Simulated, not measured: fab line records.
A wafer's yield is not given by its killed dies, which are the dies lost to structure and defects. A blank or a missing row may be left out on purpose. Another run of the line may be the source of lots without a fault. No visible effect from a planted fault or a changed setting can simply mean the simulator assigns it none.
Struck lot and sound lot, side by side -- flow sky130 -- 44 out of 708 route steps
Sound: the wafers L685.4, L685.5, L685.6. Struck: wafer L698.4. (L698.1 of the same lot was not struck and is left out.) The cause comes at the end.
Order at every step that has rows: each side's tool, ch and its chambers, its first start. Under that, the readings that differ: sound wafers -- struck wafers -- difference of the means -- sigmas: that difference in standard deviations of wafers without a fault.
alike: words and numbers the same on both sides, and readings whose means are apart by under 2 such deviations; not compared: readings that were withheld, readings missing a value for some wafer, numbers with overlapping values and no deviation given by the record, and bounds like >300 which may hide the same value.
Wherever a step has rows on one side only, a row that says differs or no value, or a row with sigmas, the two part there. When numbers do not overlap yet have no deviation, they are printed without sigmas and do not part them. A reading that every wafer of one side lacks parts them only if that side has two wafers or more.

first, 4 steps without rows for these wafers: SKY_VIA2_STRIP_17 (strips in post etch residue remover, time 1200 s); SKY_VIA2_CLEAN_18 (cleans in IPA, time 180 s); SKY_VIA2_CLEAN_19 (cleans in O3/DIW); SKY_VIA2_SPUTTER_20 (material TiN, target thk 20 nm, time 80 s).
SKY_VIA2_CVD_21: deposits W, target thk 420 nm, time 126.4 s.
  sound on cvd-w-02 ch 0,1, day 38 23:17; struck on cvd-w-01 ch 1, day 41 16:38
  alike: heater-power-w
SKY_VIA2_RS_MEAS_22: measures by four-point-probe.
  struck on film-metro-02, day 41 16:46; sound on film-metro-04, day 38 23:25
  alike: VIA2_W_RS
SKY_VIA2_THK_MEAS_23: measures by xrf.
  struck on film-metro-02, day 41 16:53; sound on film-metro-04, day 38 23:31
  alike: VIA2_W_THK
then, 2 steps without rows for these wafers: SKY_VIA2_CMP_24 (polishes, stops on SiO2, t overpolish 20 s, target thk 0 nm); SKY_METAL3_SPUTTER_00 (material Ti, target thk 15 nm, time 10 s).
SKY_METAL3_SPUTTER_01: material TiN, target thk 20 nm, time 16.7 s.
  struck on pvd-sputter-04, day 41 17:17; sound on pvd-sputter-03, day 38 23:52
  alike: throttle-valve-pct
SKY_METAL3_SPUTTER_02: material AlCu, target thk 735 nm, time 39.1 s.
  struck on pvd-sputter-04, day 41 17:18; sound on pvd-sputter-03, day 38 23:53
  alike: throttle-valve-pct
SKY_METAL3_SPUTTER_03: material Ti, target thk 5 nm, time 3.3 s.
  struck on pvd-sputter-04, day 41 17:20; sound on pvd-sputter-03, day 38 23:56
  alike: throttle-valve-pct
SKY_METAL3_SPUTTER_04: material TiN, target thk 70 nm, time 58.3 s.
  struck on pvd-sputter-04, day 41 17:22; sound on pvd-sputter-03, day 38 23:57
reading,sound,struck,difference,sigmas
model.TiN_of_METAL3_SPUTTER_04.thk-nm (nm),69.64 70.19 69.63,116.8,+47.0,
  alike: throttle-valve-pct
then, 1 step without rows for these wafers: SKY_CAPM_CVD_00 (deposits SiO2, target thk 15.5 nm).
SKY_CAPM_THK_MEAS_01:
  struck on film-metro-02, day 41 17:26; sound on film-metro-03, day 39 00:03
  alike: CAPM_CVD_00_THK
then, 1 step without rows for these wafers: SKY_CAPM_SPUTTER_02 (material TiN, target thk 200 nm, time 166.7 s).
SKY_CAPM_RS_MEAS_03: measures by four-point-probe.
  struck on film-metro-03, day 41 17:36; sound on film-metro-04, day 39 00:15
  alike: CAPM_TIN_RS
SKY_CAPM_THK_MEAS_04: measures by xrf.
  struck on film-metro-03, day 41 17:43; sound on film-metro-04, day 39 00:20
  alike: CAPM_TIN_THK
then, 7 steps without rows for these wafers: SKY_CAPM_DEHYDRATE_05 (time 60 s); SKY_CAPM_HMDS_06 (prime time 60 s); SKY_CAPM_COAT_07 (resist thk 1140 nm); SKY_CAPM_SOFTBAKE_08 (time 60 s); SKY_CAPM_EXPOSE_09 (exposes mask CAPM, target cd 1000 nm); SKY_CAPM_PEB_10; SKY_CAPM_DEVELOP_11 (develop time 60 s).
SKY_CAPM_OVL_MEAS_12:
  struck on overlay-02, day 42 17:23; sound on overlay-02, day 40 00:06
  alike: CAPM_OVL
then, 1 step without rows for these wafers: SKY_CAPM_METAL_ETCH_13 (etches TiN in Cl2/BCl3, stops on SiO2, target depth 220 nm, time 62.9 s).
SKY_CAPM_STRIP_14: strips in O2/N2.
  sound on plasma-asher-03 ch 0,1, day 40 00:14; struck on plasma-asher-01 ch 0, day 42 17:29
  alike: drypump-motor-current-A, n2-flow-sccm, oes-product-au, strip-time-to-endpoint-s
  not compared: rf-hours-counter-h
then, 11 steps without rows for these wafers: SKY_CAPM_STRIP_15 (strips in post etch residue remover, time 1200 s); SKY_CAPM_CLEAN_16 (cleans in IPA, time 180 s); SKY_CAPM_CLEAN_17 (cleans in O3/DIW); SKY_METAL3_DEHYDRATE_05 (time 60 s); SKY_METAL3_HMDS_06 (prime time 60 s); SKY_METAL3_COAT_07 (resist thk 60 nm); SKY_METAL3_COAT_08 (resist thk 1140 nm); SKY_METAL3_SOFTBAKE_09 (time 90 s); SKY_METAL3_EXPOSE_10 (exposes mask MM3, target cd 300 nm); SKY_METAL3_PEB_11; SKY_METAL3_DEVELOP_12 (develop time 60 s).
SKY_METAL3_CD_MEAS_13 targets a cd of 300 nm.
  struck on cd-sem-02, day 43 16:56; sound on cd-sem-02, day 41 01:44
  alike: cd-nm
SKY_METAL3_OVL_MEAS_14:
  struck on overlay-02, day 43 17:03; sound on overlay-01, day 41 01:49
  alike: METAL3_OVL
then, 1 step without rows for these wafers: SKY_METAL3_DESCUM_15 (chemistry O2, time 8 s).
SKY_METAL3_METAL_ETCH_18: etches the open film in Cl2/BCl3, stops on SiO2, target depth 845 nm, time 183.1 s.
  sound on rie-metal-03 ch 0,1, day 41 02:02; struck on rie-metal-04 ch 0, day 43 17:14
reading,sound,struck,difference,sigmas
oes-product-au (a.u.),0.863 0.871 0.869,0.889,+0.021,+3
  alike: bias-w, drypump-motor-current-A, throttle-valve-pct
  not compared: rf-hours-counter-h
-- the record jumps here: 6 days lie between the struck wafers' starts before and after (it left off in module METAL3 and takes up again in module PAD_OPEN, whose first step shown is number 708 of the route) --
SKY_PAD_OPEN_PROBE_99:
  struck on prober-02, day 50 00:58; sound on prober-02, day 47 22:58
reading,sound,struck,difference,sigmas
killed_at_M4_up,3 3 1,6,+4,+2
model.etest.via3-chain.rc-ohm,9.874 9.963 10.09,10.99,+1.01,
  alike: defect-limited-yield, killed_at_M0_to_M3, killed-at-contacts, killed-at-front-end, killed-at-other, killed-dies, killed-open, killed-short, sort_bin_3_pad_short, sort_bin_5_function, sort_bin_6_memory, sort-n-pass, sort-yield-pct

WHERE THEY PART
Earliest at SKY_METAL3_METAL_ETCH_18; latest, in this record, at SKY_PAD_OPEN_PROBE_99.

WHY: the cause the simulator had injected
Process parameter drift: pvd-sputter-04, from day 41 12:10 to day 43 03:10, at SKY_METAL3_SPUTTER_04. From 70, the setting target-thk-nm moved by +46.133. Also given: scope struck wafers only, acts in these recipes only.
